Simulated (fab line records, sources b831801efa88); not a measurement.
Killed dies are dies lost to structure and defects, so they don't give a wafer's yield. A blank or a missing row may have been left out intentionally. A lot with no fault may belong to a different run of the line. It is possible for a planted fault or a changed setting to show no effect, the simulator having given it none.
Which of the tools did it? + flow gf180mcu + 14 lots with 42 wafers sampled at 2 steps, on a route of 602 steps

== WHAT THE GAUGES READ, wafer by wafer ==
GF_SALICIDE_RS_MEAS_04: the measuring method here is four-point-probe. Usual: SALICIDE_TIN_RS 16.5 ohm/sq, standard deviation 0.41.
| lot  | measured     | on            | SALICIDE_TIN_RS (ohm/sq) | flag |
|------|--------------|---------------|--------------------------|------|
| L939 | day 15 04:04 | film_metro-01 | 16.7 16.4 16.4           |      |
| L940 | day 15 11:42 | film_metro-01 | 16.8 16.6 17.0           |      |
| L941 | day 15 22:43 | film_metro-03 | 16.2 16.1 16.2           |      |
| L942 | day 16 02:48 | film_metro-01 | 16.6 16.0 16.6           |      |
| L943 | day 16 15:12 | film_metro-03 | 16.9 16.1 16.4           |      |
| L944 | day 16 23:13 | film_metro-03 | 16.6 16.5 16.6           |      |
| L945 | day 17 07:14 | film_metro-01 | 16.8 16.0 16.0           |      |
| L946 | day 17 15:47 | film_metro-01 | 17.0 17.2 16.2           |      |
| L947 | day 18 01:07 | film_metro-01 | 16.1 16.0 16.2           |      |
| L951 | day 19 16:41 | film_metro-01 | 16.2 16.5 16.9           |      |
| L955 | day 20 19:16 | film_metro-01 | 16.4 11.2 16.5           | OFF  |
| L956 | day 21 10:58 | film_metro-03 | 16.0 11.1 16.1           | OFF  |
| L960 | day 22 11:38 | film_metro-04 | 16.0 15.9 16.4           |      |
| L961 | day 22 19:56 | film_metro-04 | 16.0 16.1 15.6           |      |

== EACH LOT AND THE TOOL THAT RAN IT (in order: tool; ch and the chambers of the sampled wafers; start) ==
| lot  | GF_SALICIDE_SPUTTER_02       |
|------|------------------------------|
| L939 | pvd_sputter-03, day 15 04:00 |
| L940 | pvd_sputter-03, day 15 11:39 |
| L941 | pvd_sputter-01, day 15 22:39 |
| L942 | pvd_sputter-03, day 16 02:45 |
| L943 | pvd_sputter-03, day 16 15:09 |
| L944 | pvd_sputter-01, day 16 23:10 |
| L945 | pvd_sputter-03, day 17 07:10 |
| L946 | pvd_sputter-03, day 17 15:42 |
| L947 | pvd_sputter-01, day 18 01:03 |
| L951 | pvd_sputter-03, day 19 16:38 |
| L955 | pvd_sputter-03, day 20 19:13 |
| L956 | pvd_sputter-03, day 21 10:55 |
| L960 | pvd_sputter-01, day 22 11:32 |
| L961 | pvd_sputter-01, day 22 19:51 |
- GF_SALICIDE_SPUTTER_02: material Co, target thk 10 nm, time 20 s.

== WHAT THE TOOLS THEMSELVES READ (means of the sampled wafers that have a number; where no wafer has one, the mark that the record gives instead) ==
GF_SALICIDE_SPUTTER_02. Usual: throttle_valve_pct reads 30.2 % (standard deviation 0.74).
| lot  | tool           | throttle_valve_pct (%) | flag |
|------|----------------|------------------------|------|
| L939 | pvd_sputter-03 | 30.1                   |      |
| L940 | pvd_sputter-03 | 29.8                   |      |
| L941 | pvd_sputter-01 | 30.3                   |      |
| L942 | pvd_sputter-03 | 30.2                   |      |
| L943 | pvd_sputter-03 | 30.5                   |      |
| L944 | pvd_sputter-01 | 29.1                   |      |
| L945 | pvd_sputter-03 | 30.6                   |      |
| L946 | pvd_sputter-03 | 30.0                   |      |
| L947 | pvd_sputter-01 | 29.3                   |      |
| L951 | pvd_sputter-03 | 30.2                   |      |
| L955 | pvd_sputter-03 | 30.5                   |      |
| L956 | pvd_sputter-03 | 30.6                   |      |
| L960 | pvd_sputter-01 | 29.5                   |      |
| L961 | pvd_sputter-01 | 29.2                   |      |

== THE ANSWER, worked out from the rows above alone ==
Rule: lot off if the mean of its wafers having a number is beyond 3 standard deviations from the usual mean. Also off: a lot with no number at a reading for which 4 or more lots have one. The other lots that the step has rows for count as sound. Order of review: gauges by route order, followed by the tools' own readings, for which a lot's mean as printed above is used. At the first step where some lot is off, the reading lying furthest off is the one used; lots without a number count as furthest.
Off: L955, L956, seen at GF_SALICIDE_RS_MEAS_04 (SALICIDE_TIN_RS).
A tool fits if, at a process step before that reading, it ran every lot that is off, and no sound lot after the first of them. Those tools and the gauges at GF_SALICIDE_RS_MEAS_04 are tried in the same way. One fits: GF_SALICIDE_SPUTTER_02 on pvd_sputter-03. Its last sound lot is L951 (day 19 16:38), its first lot that is off L955 (day 20 19:13): a fault that began between those two fits.

== WHAT WAS PUT IN BY THE SIMULATOR ==
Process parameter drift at GF_SALICIDE_SPUTTER_02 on pvd_sputter-03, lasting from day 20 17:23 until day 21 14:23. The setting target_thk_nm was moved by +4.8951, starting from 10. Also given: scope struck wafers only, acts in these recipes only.
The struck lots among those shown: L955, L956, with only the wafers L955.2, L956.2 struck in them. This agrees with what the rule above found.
